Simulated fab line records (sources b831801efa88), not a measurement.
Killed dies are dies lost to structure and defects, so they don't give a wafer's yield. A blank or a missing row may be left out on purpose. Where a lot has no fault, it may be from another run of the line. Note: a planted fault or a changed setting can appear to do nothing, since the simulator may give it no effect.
The tool behind it: which one? || flow sky130 || 72 wafers from 24 lots sampled at 6 of the route's 708 steps

== WHAT EACH GAUGE READ, for each wafer ==
SKY_GATE_OXIDE_TW_MEAS_14.
{"lot": "L074", "measured": "day 13 18:14", "on": "film-metro-02", "GATE_OXIDE_TW": "220.3 219.6 219.7"}
{"lot": "L075", "measured": "day 14 04:02", "on": "film-metro-01", "GATE_OXIDE_TW": "223.5 223.9 223.1"}
{"lot": "L076", "measured": "day 14 07:24", "on": "film-metro-04", "GATE_OXIDE_TW": "222.2 221.8 222.3"}
{"lot": "L077", "measured": "day 14 20:12", "on": "film-metro-02", "GATE_OXIDE_TW": "218.9 219.2 219.3"}
{"lot": "L078", "measured": "day 15 03:09", "on": "film-metro-02", "GATE_OXIDE_TW": "219.0 219.3 220.8"}
{"lot": "L079", "measured": "day 15 11:46", "on": "film-metro-01", "GATE_OXIDE_TW": "222.9 223.9 224.0"}
{"lot": "L080", "measured": "day 15 18:35", "on": "film-metro-02", "GATE_OXIDE_TW": "220.6 220.5 218.5"}
{"lot": "L081", "measured": "day 16 07:05", "on": "film-metro-04", "GATE_OXIDE_TW": "221.1 223.3 222.4"}
{"lot": "L082", "measured": "day 16 23:01", "on": "film-metro-02", "GATE_OXIDE_TW": "220.1 219.3 219.6"}
{"lot": "L083", "measured": "day 17 03:13", "on": "film-metro-04", "GATE_OXIDE_TW": "223.2 221.9 222.3"}
{"lot": "L084", "measured": "day 17 06:49", "on": "film-metro-04", "GATE_OXIDE_TW": "222.7 222.8 222.4"}
{"lot": "L085", "measured": "day 17 12:56", "on": "film-metro-01", "GATE_OXIDE_TW": "223.6 223.9 224.8"}
{"lot": "L086", "measured": "day 18 03:29", "on": "film-metro-04", "GATE_OXIDE_TW": "221.1 221.2 222.7"}
{"lot": "L087", "measured": "day 18 15:55", "on": "film-metro-02", "GATE_OXIDE_TW": "218.2 219.4 218.8"}
{"lot": "L088", "measured": "day 18 16:14", "on": "film-metro-01", "GATE_OXIDE_TW": "223.6 221.9 222.7"}
{"lot": "L089", "measured": "day 19 10:17", "on": "film-metro-01", "GATE_OXIDE_TW": "224.4 225.1 225.7"}
{"lot": "L090", "measured": "day 19 13:50", "on": "film-metro-02", "GATE_OXIDE_TW": "218.8 219.0 219.4"}
{"lot": "L091", "measured": "day 20 00:17", "on": "film-metro-04", "GATE_OXIDE_TW": "222.2 222.4 221.9"}
{"lot": "L092", "measured": "day 20 00:42", "on": "film-metro-02", "GATE_OXIDE_TW": "219.6 220.7 219.5"}
{"lot": "L094", "measured": "day 21 05:40", "on": "film-metro-01", "GATE_OXIDE_TW": "221.7 220.8 221.7"}
{"lot": "L093", "measured": "day 21 07:07", "on": "film-metro-01", "GATE_OXIDE_TW": "223.5 221.6 222.7"}
{"lot": "L095", "measured": "day 21 07:40", "on": "film-metro-01", "GATE_OXIDE_TW": "221.9 221.9 222.1"}
{"lot": "L096", "measured": "day 21 17:26", "on": "film-metro-02", "GATE_OXIDE_TW": "220.4 220.7 220.1"}
{"lot": "L097", "measured": "day 21 21:03", "on": "film-metro-01", "GATE_OXIDE_TW": "221.5 222.5 220.8"}

SKY_VIA1_OVL_MEAS_13.
{"lot": "L074", "measured": "day 33 20:50", "on": "overlay-02", "VIA1_OVL (nm)": "10 5 -3"}
{"lot": "L075", "measured": "day 34 01:20", "on": "overlay-01", "VIA1_OVL (nm)": "4 3 15"}
{"lot": "L076", "measured": "day 34 09:46", "on": "overlay-02", "VIA1_OVL (nm)": "4 8 10"}
{"lot": "L077", "measured": "day 34 17:43", "on": "overlay-01", "VIA1_OVL (nm)": "5 2 7"}
{"lot": "L078", "measured": "day 35 04:04", "on": "overlay-02", "VIA1_OVL (nm)": "0 6 4"}
{"lot": "L079", "measured": "day 35 14:58", "on": "overlay-01", "VIA1_OVL (nm)": "7 2 9"}
{"lot": "L080", "measured": "day 35 15:55", "on": "overlay-01", "VIA1_OVL (nm)": "1 14 2"}
{"lot": "L081", "measured": "day 36 06:01", "on": "overlay-01", "VIA1_OVL (nm)": "9 14 4"}
{"lot": "L082", "measured": "day 36 19:58", "on": "overlay-02", "VIA1_OVL (nm)": "5 -2 6"}
{"lot": "L083", "measured": "day 37 00:01", "on": "overlay-02", "VIA1_OVL (nm)": "-10 0 -4"}
{"lot": "L084", "measured": "day 37 07:16", "on": "overlay-02", "VIA1_OVL (nm)": "5 6 12"}
{"lot": "L085", "measured": "day 37 10:46", "on": "overlay-01", "VIA1_OVL (nm)": "8 5 5"}
{"lot": "L086", "measured": "day 37 22:16", "on": "overlay-01", "VIA1_OVL (nm)": "1 4 14"}
{"lot": "L087", "measured": "day 38 06:20", "on": "overlay-02", "VIA1_OVL (nm)": "7 3 3"}
{"lot": "L088", "measured": "day 38 07:46", "on": "overlay-01", "VIA1_OVL (nm)": "15 9 13"}
{"lot": "L089", "measured": "day 38 21:26", "on": "overlay-01", "VIA1_OVL (nm)": "7 9 1"}
{"lot": "L090", "measured": "day 39 02:04", "on": "overlay-02", "VIA1_OVL (nm)": "-3 2 -3"}
{"lot": "L091", "measured": "day 39 09:43", "on": "overlay-01", "VIA1_OVL (nm)": "-1 -5 1"}
{"lot": "L092", "measured": "day 39 11:37", "on": "overlay-02", "VIA1_OVL (nm)": "7 4 7"}
{"lot": "L094", "measured": "day 40 07:01", "on": "overlay-02", "VIA1_OVL (nm)": "-8 -6 -2"}
{"lot": "L093", "measured": "day 40 09:59", "on": "overlay-02", "VIA1_OVL (nm)": "1 2 -3"}
{"lot": "L095", "measured": "day 40 10:44", "on": "overlay-02", "VIA1_OVL (nm)": "5 12 8"}
{"lot": "L096", "measured": "day 40 15:41", "on": "overlay-02", "VIA1_OVL (nm)": "0 12 -4"}
{"lot": "L097", "measured": "day 40 21:34", "on": "overlay-01", "VIA1_OVL (nm)": "2 9 11"}

SKY_CAPM_RS_MEAS_03: the measuring method here is four-point-probe.
{"lot": "L074", "measured": "day 36 06:55", "on": "film-metro-01", "CAPM_TIN_RS (ohm/sq)": "6.95 6.90 7.05"}
{"lot": "L075", "measured": "day 36 11:25", "on": "film-metro-02", "CAPM_TIN_RS (ohm/sq)": "6.91 6.99 6.86"}
{"lot": "L076", "measured": "day 36 20:28", "on": "film-metro-02", "CAPM_TIN_RS (ohm/sq)": "6.93 6.88 6.82"}
{"lot": "L077", "measured": "day 37 02:51", "on": "film-metro-01", "CAPM_TIN_RS (ohm/sq)": "7.03 6.95 7.05"}
{"lot": "L078", "measured": "day 37 12:49", "on": "film-metro-04", "CAPM_TIN_RS (ohm/sq)": "7.04 6.92 7.02"}
{"lot": "L079", "measured": "day 37 23:42", "on": "film-metro-04", "CAPM_TIN_RS (ohm/sq)": "6.96 6.97 6.97"}
{"lot": "L080", "measured": "day 38 01:52", "on": "film-metro-04", "CAPM_TIN_RS (ohm/sq)": "7.00 6.95 6.91"}
{"lot": "L081", "measured": "day 38 14:31", "on": "film-metro-01", "CAPM_TIN_RS (ohm/sq)": "6.87 6.83 6.90"}
{"lot": "L082", "measured": "day 39 05:02", "on": "film-metro-02", "CAPM_TIN_RS (ohm/sq)": "6.95 6.94 6.94"}
{"lot": "L083", "measured": "day 39 08:18", "on": "film-metro-01", "CAPM_TIN_RS (ohm/sq)": "7.10 7.03 7.03"}
{"lot": "L084", "measured": "day 39 15:28", "on": "film-metro-04", "CAPM_TIN_RS (ohm/sq)": "6.95 6.95 7.01"}
{"lot": "L085", "measured": "day 39 18:11", "on": "film-metro-01", "CAPM_TIN_RS (ohm/sq)": "6.88 6.86 6.83"}
{"lot": "L086", "measured": "day 40 05:29", "on": "film-metro-01", "CAPM_TIN_RS (ohm/sq)": "6.98 6.85 7.06"}
{"lot": "L087", "measured": "day 40 12:10", "on": "film-metro-01", "CAPM_TIN_RS (ohm/sq)": "6.85 6.85 6.84"}
{"lot": "L088", "measured": "day 40 16:32", "on": "film-metro-04", "CAPM_TIN_RS (ohm/sq)": "6.98 6.92 6.99"}
{"lot": "L089", "measured": "day 41 03:01", "on": "film-metro-04", "CAPM_TIN_RS (ohm/sq)": "6.93 6.89 6.96"}
{"lot": "L090", "measured": "day 41 07:31", "on": "film-metro-04", "CAPM_TIN_RS (ohm/sq)": "6.88 6.86 6.88"}
{"lot": "L091", "measured": "day 41 15:00", "on": "film-metro-04", "CAPM_TIN_RS (ohm/sq)": "6.94 6.90 6.89"}
{"lot": "L092", "measured": "day 41 18:06", "on": "film-metro-01", "CAPM_TIN_RS (ohm/sq)": "6.86 6.99 6.95"}
{"lot": "L094", "measured": "day 42 11:47", "on": "film-metro-01", "CAPM_TIN_RS (ohm/sq)": "7.01 6.96 6.93"}
{"lot": "L093", "measured": "day 42 13:59", "on": "film-metro-01", "CAPM_TIN_RS (ohm/sq)": "6.89 6.99 6.97"}
{"lot": "L095", "measured": "day 42 15:16", "on": "film-metro-04", "CAPM_TIN_RS (ohm/sq)": "6.94 6.88 6.95"}
{"lot": "L096", "measured": "day 42 20:49", "on": "film-metro-01", "CAPM_TIN_RS (ohm/sq)": "6.89 6.88 6.92"}
{"lot": "L097", "measured": "day 43 02:16", "on": "film-metro-04", "CAPM_TIN_RS (ohm/sq)": "6.92 6.91 6.98"}

== WHAT TOOL EACH LOT RAN ON (gives the tool, then ch and the chambers of the sampled wafers, and finally the start) ==
{"lot": "L074", "SKY_VIA1_CVD_21": "cvd-w-01 ch 0,1, day 33 21:37", "SKY_METAL2_SPUTTER_00": "pvd-sputter-01, day 33 22:11", "SKY_METAL3_SPUTTER_01": "pvd-sputter-02, day 36 06:35"}
{"lot": "L075", "SKY_VIA1_CVD_21": "cvd-w-01 ch 0,1, day 34 02:07", "SKY_METAL2_SPUTTER_00": "pvd-sputter-01, day 34 02:41", "SKY_METAL3_SPUTTER_01": "pvd-sputter-04, day 36 11:04"}
{"lot": "L076", "SKY_VIA1_CVD_21": "cvd-w-02 ch 0,1, day 34 10:32", "SKY_METAL2_SPUTTER_00": "pvd-sputter-01, day 34 11:07", "SKY_METAL3_SPUTTER_01": "pvd-sputter-04, day 36 20:05"}
{"lot": "L077", "SKY_VIA1_CVD_21": "cvd-w-02 ch 0,1, day 34 18:30", "SKY_METAL2_SPUTTER_00": "pvd-sputter-01, day 34 19:04", "SKY_METAL3_SPUTTER_01": "pvd-sputter-01, day 37 02:31"}
{"lot": "L078", "SKY_VIA1_CVD_21": "cvd-w-02 ch 0,1, day 35 04:54", "SKY_METAL2_SPUTTER_00": "pvd-sputter-04, day 35 05:26", "SKY_METAL3_SPUTTER_01": "pvd-sputter-01, day 37 12:26"}
{"lot": "L079", "SKY_VIA1_CVD_21": "cvd-w-01 ch 0,1, day 35 15:44", "SKY_METAL2_SPUTTER_00": "pvd-sputter-01, day 35 16:20", "SKY_METAL3_SPUTTER_01": "pvd-sputter-01, day 37 23:22"}
{"lot": "L080", "SKY_VIA1_CVD_21": "cvd-w-01 ch 0,1, day 35 16:41", "SKY_METAL2_SPUTTER_00": "pvd-sputter-03, day 35 17:16", "SKY_METAL3_SPUTTER_01": "pvd-sputter-01, day 38 01:31"}
{"lot": "L081", "SKY_VIA1_CVD_21": "cvd-w-01 ch 0,1, day 36 06:50", "SKY_METAL2_SPUTTER_00": "pvd-sputter-04, day 36 07:24", "SKY_METAL3_SPUTTER_01": "pvd-sputter-02, day 38 14:11"}
{"lot": "L082", "SKY_VIA1_CVD_21": "cvd-w-01 ch 0,1, day 36 20:44", "SKY_METAL2_SPUTTER_00": "pvd-sputter-01, day 36 21:19", "SKY_METAL3_SPUTTER_01": "pvd-sputter-04, day 39 04:41"}
{"lot": "L083", "SKY_VIA1_CVD_21": "cvd-w-02 ch 0,1, day 37 00:47", "SKY_METAL2_SPUTTER_00": "pvd-sputter-01, day 37 01:22", "SKY_METAL3_SPUTTER_01": "pvd-sputter-01, day 39 07:58"}
{"lot": "L084", "SKY_VIA1_CVD_21": "cvd-w-01 ch 0,1, day 37 08:02", "SKY_METAL2_SPUTTER_00": "pvd-sputter-03, day 37 09:04", "SKY_METAL3_SPUTTER_01": "pvd-sputter-01, day 39 15:07"}
{"lot": "L085", "SKY_VIA1_CVD_21": "cvd-w-02 ch 0,1, day 37 11:32", "SKY_METAL2_SPUTTER_00": "pvd-sputter-03, day 37 12:07", "SKY_METAL3_SPUTTER_01": "pvd-sputter-01, day 39 17:52"}
{"lot": "L086", "SKY_VIA1_CVD_21": "cvd-w-02 ch 0,1, day 37 23:02", "SKY_METAL2_SPUTTER_00": "pvd-sputter-01, day 37 23:37", "SKY_METAL3_SPUTTER_01": "pvd-sputter-01, day 40 05:09"}
{"lot": "L087", "SKY_VIA1_CVD_21": "cvd-w-02 ch 0,1, day 38 07:11", "SKY_METAL2_SPUTTER_00": "pvd-sputter-01, day 38 07:43", "SKY_METAL3_SPUTTER_01": "pvd-sputter-04, day 40 11:49"}
{"lot": "L088", "SKY_VIA1_CVD_21": "cvd-w-02 ch 0,1, day 38 08:35", "SKY_METAL2_SPUTTER_00": "pvd-sputter-01, day 38 09:16", "SKY_METAL3_SPUTTER_01": "pvd-sputter-04, day 40 16:13"}
{"lot": "L089", "SKY_VIA1_CVD_21": "cvd-w-01 ch 0,1, day 38 22:13", "SKY_METAL2_SPUTTER_00": "pvd-sputter-03, day 38 22:47", "SKY_METAL3_SPUTTER_01": "pvd-sputter-02, day 41 02:42"}
{"lot": "L090", "SKY_VIA1_CVD_21": "cvd-w-01 ch 0,1, day 39 02:51", "SKY_METAL2_SPUTTER_00": "pvd-sputter-04, day 39 03:29", "SKY_METAL3_SPUTTER_01": "pvd-sputter-04, day 41 07:10"}
{"lot": "L091", "SKY_VIA1_CVD_21": "cvd-w-01 ch 1, day 39 10:31", "SKY_METAL2_SPUTTER_00": "pvd-sputter-04, day 39 11:09", "SKY_METAL3_SPUTTER_01": "pvd-sputter-04, day 41 14:40"}
{"lot": "L092", "SKY_VIA1_CVD_21": "cvd-w-02 ch 0,1, day 39 12:23", "SKY_METAL2_SPUTTER_00": "pvd-sputter-01, day 39 12:58", "SKY_METAL3_SPUTTER_01": "pvd-sputter-04, day 41 17:47"}
{"lot": "L094", "SKY_VIA1_CVD_21": "cvd-w-01 ch 0,1, day 40 07:48", "SKY_METAL2_SPUTTER_00": "pvd-sputter-04, day 40 08:22", "SKY_METAL3_SPUTTER_01": "pvd-sputter-04, day 42 11:27"}
{"lot": "L093", "SKY_VIA1_CVD_21": "cvd-w-02 ch 0,1, day 40 10:46", "SKY_METAL2_SPUTTER_00": "pvd-sputter-01, day 40 11:23", "SKY_METAL3_SPUTTER_01": "pvd-sputter-04, day 42 13:37"}
{"lot": "L095", "SKY_VIA1_CVD_21": "cvd-w-02 ch 0,1, day 40 11:32", "SKY_METAL2_SPUTTER_00": "pvd-sputter-03, day 40 12:05", "SKY_METAL3_SPUTTER_01": "pvd-sputter-01, day 42 14:55"}
{"lot": "L096", "SKY_VIA1_CVD_21": "cvd-w-01 ch 0,1, day 40 16:28", "SKY_METAL2_SPUTTER_00": "pvd-sputter-01, day 40 17:41", "SKY_METAL3_SPUTTER_01": "pvd-sputter-04, day 42 20:26"}
{"lot": "L097", "SKY_VIA1_CVD_21": "cvd-w-01 ch 0,1, day 40 22:22", "SKY_METAL2_SPUTTER_00": "pvd-sputter-03, day 40 22:55", "SKY_METAL3_SPUTTER_01": "pvd-sputter-01, day 43 01:54"}
- SKY_VIA1_CVD_21: deposits W, target thk 270 nm, time 80.902 s.
- SKY_METAL2_SPUTTER_00: material Ti, target thk 15 nm, time 10 s.
- SKY_METAL3_SPUTTER_01: material TiN, target thk 20 nm, time 16.7 s.

== AS READ BY THE TOOLS THEMSELVES (means over the sampled wafers that have a number; for cases with no such wafer, the mark the record gives instead) ==
SKY_VIA1_CVD_21.
{"lot": "L074", "tool": "cvd-w-01", "heater-power-w (W)": 861, "susceptor-temp-C (C)": 399.89}
{"lot": "L075", "tool": "cvd-w-01", "heater-power-w (W)": 850, "susceptor-temp-C (C)": 399.86}
{"lot": "L076", "tool": "cvd-w-02", "heater-power-w (W)": 878, "susceptor-temp-C (C)": 399.97}
{"lot": "L077", "tool": "cvd-w-02", "heater-power-w (W)": 882, "susceptor-temp-C (C)": 399.94}
{"lot": "L078", "tool": "cvd-w-02", "heater-power-w (W)": 884, "susceptor-temp-C (C)": 400.00}
{"lot": "L079", "tool": "cvd-w-01", "heater-power-w (W)": 861, "susceptor-temp-C (C)": 399.97}
{"lot": "L080", "tool": "cvd-w-01", "heater-power-w (W)": 861, "susceptor-temp-C (C)": 399.95}
{"lot": "L081", "tool": "cvd-w-01", "heater-power-w (W)": 874, "susceptor-temp-C (C)": 399.84}
{"lot": "L082", "tool": "cvd-w-01", "heater-power-w (W)": 864, "susceptor-temp-C (C)": 400.10}
{"lot": "L083", "tool": "cvd-w-02", "heater-power-w (W)": 909, "susceptor-temp-C (C)": 400.31}
{"lot": "L084", "tool": "cvd-w-01", "heater-power-w (W)": 870, "susceptor-temp-C (C)": 400.14}
{"lot": "L085", "tool": "cvd-w-02", "heater-power-w (W)": 882, "susceptor-temp-C (C)": 400.08}
{"lot": "L086", "tool": "cvd-w-02", "heater-power-w (W)": 921, "susceptor-temp-C (C)": 399.83}
{"lot": "L087", "tool": "cvd-w-02", "heater-power-w (W)": 916, "susceptor-temp-C (C)": 400.07}
{"lot": "L088", "tool": "cvd-w-02", "heater-power-w (W)": 880, "susceptor-temp-C (C)": 399.99}
{"lot": "L089", "tool": "cvd-w-01", "heater-power-w (W)": 861, "susceptor-temp-C (C)": 400.00}
{"lot": "L090", "tool": "cvd-w-01", "heater-power-w (W)": 871, "susceptor-temp-C (C)": 400.13}
{"lot": "L091", "tool": "cvd-w-01", "heater-power-w (W)": 853, "susceptor-temp-C (C)": 400.00}
{"lot": "L092", "tool": "cvd-w-02", "heater-power-w (W)": 826, "susceptor-temp-C (C)": 400.08}
{"lot": "L094", "tool": "cvd-w-01", "heater-power-w (W)": 869, "susceptor-temp-C (C)": 399.97}
{"lot": "L093", "tool": "cvd-w-02", "heater-power-w (W)": 834, "susceptor-temp-C (C)": 399.86}
{"lot": "L095", "tool": "cvd-w-02", "heater-power-w (W)": 852, "susceptor-temp-C (C)": 400.12}
{"lot": "L096", "tool": "cvd-w-01", "heater-power-w (W)": 875, "susceptor-temp-C (C)": 399.77}
{"lot": "L097", "tool": "cvd-w-01", "heater-power-w (W)": 870, "susceptor-temp-C (C)": 399.94}

SKY_METAL2_SPUTTER_00.
{"lot": "L074", "tool": "pvd-sputter-01", "throttle-valve-pct (%)": 30.5}
{"lot": "L075", "tool": "pvd-sputter-01", "throttle-valve-pct (%)": 30.5}
{"lot": "L076", "tool": "pvd-sputter-01", "throttle-valve-pct (%)": 30.3}
{"lot": "L077", "tool": "pvd-sputter-01", "throttle-valve-pct (%)": 30.2}
{"lot": "L078", "tool": "pvd-sputter-04", "throttle-valve-pct (%)": 29.5}
{"lot": "L079", "tool": "pvd-sputter-01", "throttle-valve-pct (%)": 30.4}
{"lot": "L080", "tool": "pvd-sputter-03", "throttle-valve-pct (%)": 30.3}
{"lot": "L081", "tool": "pvd-sputter-04", "throttle-valve-pct (%)": 30.4}
{"lot": "L082", "tool": "pvd-sputter-01", "throttle-valve-pct (%)": 30.0}
{"lot": "L083", "tool": "pvd-sputter-01", "throttle-valve-pct (%)": 30.5}
{"lot": "L084", "tool": "pvd-sputter-03", "throttle-valve-pct (%)": 30.7}
{"lot": "L085", "tool": "pvd-sputter-03", "throttle-valve-pct (%)": 30.6}
{"lot": "L086", "tool": "pvd-sputter-01", "throttle-valve-pct (%)": 30.0}
{"lot": "L087", "tool": "pvd-sputter-01", "throttle-valve-pct (%)": 30.5}
{"lot": "L088", "tool": "pvd-sputter-01", "throttle-valve-pct (%)": 29.9}
{"lot": "L089", "tool": "pvd-sputter-03", "throttle-valve-pct (%)": 30.4}
{"lot": "L090", "tool": "pvd-sputter-04", "throttle-valve-pct (%)": 30.0}
{"lot": "L091", "tool": "pvd-sputter-04", "throttle-valve-pct (%)": 30.1}
{"lot": "L092", "tool": "pvd-sputter-01", "throttle-valve-pct (%)": 30.1}
{"lot": "L094", "tool": "pvd-sputter-04", "throttle-valve-pct (%)": 30.1}
{"lot": "L093", "tool": "pvd-sputter-01", "throttle-valve-pct (%)": 30.0}
{"lot": "L095", "tool": "pvd-sputter-03", "throttle-valve-pct (%)": 30.6}
{"lot": "L096", "tool": "pvd-sputter-01", "throttle-valve-pct (%)": 30.2}
{"lot": "L097", "tool": "pvd-sputter-03", "throttle-valve-pct (%)": 30.2}

SKY_METAL3_SPUTTER_01.
{"lot": "L074", "tool": "pvd-sputter-02", "throttle-valve-pct (%)": 29.5}
{"lot": "L075", "tool": "pvd-sputter-04", "throttle-valve-pct (%)": 30.2}
{"lot": "L076", "tool": "pvd-sputter-04", "throttle-valve-pct (%)": 29.1}
{"lot": "L077", "tool": "pvd-sputter-01", "throttle-valve-pct (%)": 30.2}
{"lot": "L078", "tool": "pvd-sputter-01", "throttle-valve-pct (%)": 30.5}
{"lot": "L079", "tool": "pvd-sputter-01", "throttle-valve-pct (%)": 30.4}
{"lot": "L080", "tool": "pvd-sputter-01", "throttle-valve-pct (%)": 30.0}
{"lot": "L081", "tool": "pvd-sputter-02", "throttle-valve-pct (%)": 30.7}
{"lot": "L082", "tool": "pvd-sputter-04", "throttle-valve-pct (%)": 30.1}
{"lot": "L083", "tool": "pvd-sputter-01", "throttle-valve-pct (%)": 30.0}
{"lot": "L084", "tool": "pvd-sputter-01", "throttle-valve-pct (%)": 30.6}
{"lot": "L085", "tool": "pvd-sputter-01", "throttle-valve-pct (%)": 30.3}
{"lot": "L086", "tool": "pvd-sputter-01", "throttle-valve-pct (%)": 30.2}
{"lot": "L087", "tool": "pvd-sputter-04", "throttle-valve-pct (%)": 29.0}
{"lot": "L088", "tool": "pvd-sputter-04", "throttle-valve-pct (%)": 30.1}
{"lot": "L089", "tool": "pvd-sputter-02", "throttle-valve-pct (%)": 30.1}
{"lot": "L090", "tool": "pvd-sputter-04", "throttle-valve-pct (%)": 30.7}
{"lot": "L091", "tool": "pvd-sputter-04", "throttle-valve-pct (%)": 30.0}
{"lot": "L092", "tool": "pvd-sputter-04", "throttle-valve-pct (%)": 30.1}
{"lot": "L094", "tool": "pvd-sputter-04", "throttle-valve-pct (%)": 30.6}
{"lot": "L093", "tool": "pvd-sputter-04", "throttle-valve-pct (%)": 30.6}
{"lot": "L095", "tool": "pvd-sputter-01", "throttle-valve-pct (%)": 29.8}
{"lot": "L096", "tool": "pvd-sputter-04", "throttle-valve-pct (%)": 30.2}
{"lot": "L097", "tool": "pvd-sputter-01", "throttle-valve-pct (%)": 30.1}

== THE ANSWER, worked out from the rows above alone ==
Rule: usual is defined by the lots themselves. Put in order of their means at a reading, lots are off if they are a third of the lots or fewer, leave a main group of 4 or more, and stand apart from it by a gap of 3 or more times the standard deviation of the main group's means; of several such gaps the widest counts. If all means in a main group match to the digits the tables above print for the reading, that group is not used. Also off: a lot with no number at a reading for which 4 or more lots have one. Where the step has rows for the other lots, those lots are counted as sound. The gauges are gone through in route order, then the tools' own readings, and for those a lot's mean is taken as printed above. At the first step where some lot is off, the reading lying furthest off is the one used; lots without a number count as furthest.
No lot is off at any reading shown: from this, nothing can be told.

== WHAT WAS PUT IN BY THE SIMULATOR ==
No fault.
